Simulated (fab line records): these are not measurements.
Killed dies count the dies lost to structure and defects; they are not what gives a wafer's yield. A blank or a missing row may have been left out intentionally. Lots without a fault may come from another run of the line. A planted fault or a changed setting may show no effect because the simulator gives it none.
Which tool was responsible? -- flow gf180mcu -- Sampling: 14 lots, 42 wafers, 4 of 602 route steps

== WHAT EACH GAUGE READ, for each wafer ==
GF_CONTACT_BOW_MEAS_05. Usual: CONTACT_BOW gives 65 um (standard deviation 7).
lot,measured,on,CONTACT_BOW (um),flag
L820,day 15 10:19,filmMetro-03,70 78 74,
L821,day 15 15:06,filmMetro-03,63 66 64,
L822,day 15 17:56,filmMetro-01,72 65 58,
L823,day 16 01:14,filmMetro-01,58 61 67,
L825,day 16 22:15,filmMetro-01,61 68 73,
L826,day 17 14:38,filmMetro-01,66 57 65,
L827,day 18 00:35,filmMetro-04,64 64 79,
L829,day 18 12:16,filmMetro-03,69 53 73,
L831,day 19 12:44,filmMetro-01,71 68 62,
L838,day 21 17:49,filmMetro-04,63 64 65,
L839,day 22 05:24,filmMetro-04,69 63 69,
L841,day 22 20:34,filmMetro-03,66 66 51,
L842,day 23 03:34,filmMetro-01,58 68 61,
L843,day 23 04:43,filmMetro-03,64 68 52,

GF_M2_THK_MEAS_06: measures by xrf. Usual: M2_ALCU_THK gives 448 nm (standard deviation 5.4).
lot,measured,on,M2_ALCU_THK (nm),flag
L820,day 18 13:41,filmMetro-03,444 441 442,
L821,day 18 17:25,filmMetro-01,455 453 452,
L822,day 18 18:35,filmMetro-02,452 460 458,
L823,day 19 02:39,filmMetro-01,451 440 453,
L825,day 20 02:16,filmMetro-02,453 449 452,
L826,day 20 19:26,filmMetro-01,448 441 451,
L827,day 21 05:56,filmMetro-03,439 441 441,
L829,day 21 17:50,filmMetro-03,452 455 457,
L831,day 22 17:17,filmMetro-03,451 450 450,
L838,day 24 19:10,filmMetro-01,453 441 451,
L839,day 25 04:58,filmMetro-01,449 449 447,
L841,day 25 18:22,filmMetro-01,448 446 451,
L842,day 26 01:38,filmMetro-01,446 448 450,
L843,day 26 01:49,filmMetro-03,444 441 446,

GF_M2_CD_MEAS_14: target cd 280 nm. Usual: cdNm at 279.8 nm, with a standard deviation of 1.2.
lot,measured,on,cdNm (nm),flag
L820,day 19 13:10,cdSem-02,278.8 279.5 278.8,
L821,day 19 17:20,cdSem-02,279.3 280.0 278.9,
L822,day 19 18:37,cdSem-02,279.7 279.2 279.6,
L823,day 20 02:32,cdSem-02,279.8 280.0 279.5,
L825,day 21 02:38,cdSem-01,280.7 279.8 281.7,
L826,day 21 19:08,cdSem-02,280.0 279.8 280.4,
L827,day 22 05:26,cdSem-02,278.0 277.7 279.1,
L829,day 22 17:25,cdSem-01,279.3 279.8 279.5,
L831,day 23 16:13,cdSem-01,278.1 279.5 279.0,
L838,day 25 15:15,cdSem-01,281.4 281.2 281.7,
L839,day 26 01:41,cdSem-02,279.0 279.1 277.8,
L841,day 26 14:50,cdSem-01,282.1 280.6 281.9,
L842,day 26 21:22,cdSem-01,280.1 281.2 280.9,
L843,day 26 21:52,cdSem-02,277.4 278.8 278.1,

== EACH LOT AND THE TOOL THAT RAN IT (in order: tool; ch and the chambers of the sampled wafers; start) ==
lot,GF_V1_ETCH_17
L820,"rieDiel-01 ch 0,2, day 18 12:00"
L821,"rieDiel-02 ch 0,1,2, day 18 15:00"
L822,"rieDiel-04 ch 0,3, day 18 16:00"
L823,"rieDiel-02 ch 2,3, day 19 00:00"
L825,"rieDiel-01 ch 0,1,2, day 20 00:00"
L826,"rieDiel-04 ch 0,2,3, day 20 17:00"
L827,"rieDiel-04 ch 2,3, day 21 04:00"
L829,"rieDiel-04 ch 1,3, day 21 15:00"
L831,"rieDiel-04 ch 0,2,3, day 22 15:00"
L838,"rieDiel-02 ch 2,3, day 24 17:00"
L839,"rieDiel-02 ch 0,2,3, day 25 03:00"
L841,"rieDiel-04 ch 0,2,3, day 25 16:00"
L842,"rieDiel-04 ch 1,3, day 25 23:00"
L843,"rieDiel-02 ch 0,1, day 26 00:00"
- GF_V1_ETCH_17: etches SiO2 in C4F8/O2/Ar, stops on TiN, target depth 630 nm.

== AS READ BY THE TOOLS THEMSELVES (means over the sampled wafers that have a number; for cases with no such wafer, the mark the record gives instead) ==
GF_V1_ETCH_17. Usual: biasW 1201 W, standard deviation 3.6; oesProductAu 0.857 a.u., standard deviation 0.0049.
lot,tool,biasW (W),oesProductAu (a.u.),flag
L820,rieDiel-01,1197,0.855,
L821,rieDiel-02,1202,0.856,
L822,rieDiel-04,1201,0.857,
L823,rieDiel-02,1196,0.861,
L825,rieDiel-01,1201,0.858,
L826,rieDiel-04,1203,0.864,
L827,rieDiel-04,1202,0.857,
L829,rieDiel-04,1211,0.855,
L831,rieDiel-04,1210,0.861,
L838,rieDiel-02,1203,0.854,
L839,rieDiel-02,1200,0.860,
L841,rieDiel-04,1198,0.856,
L842,rieDiel-04,1202,0.853,
L843,rieDiel-02,1206,0.862,

== THE ANSWER, worked out from the rows above alone ==
Rule: take the mean of a lot's wafers that have a number; if it is more than 3 standard deviations from the usual mean, the lot is off. A lot without any number at a reading at which 4 lots or more have one is off too. All remaining lots with rows at the step are treated as sound. The gauges are gone through in route order, then the tools' own readings, and for those a lot's mean is taken as printed above. The first step at which some lot is off is used, and at that step the reading that is off furthest; a lot without a number counts as furthest.
No lot is off on any of the readings shown, so nothing can be concluded from this.

== WHAT THE SIMULATOR HAD INSERTED ==
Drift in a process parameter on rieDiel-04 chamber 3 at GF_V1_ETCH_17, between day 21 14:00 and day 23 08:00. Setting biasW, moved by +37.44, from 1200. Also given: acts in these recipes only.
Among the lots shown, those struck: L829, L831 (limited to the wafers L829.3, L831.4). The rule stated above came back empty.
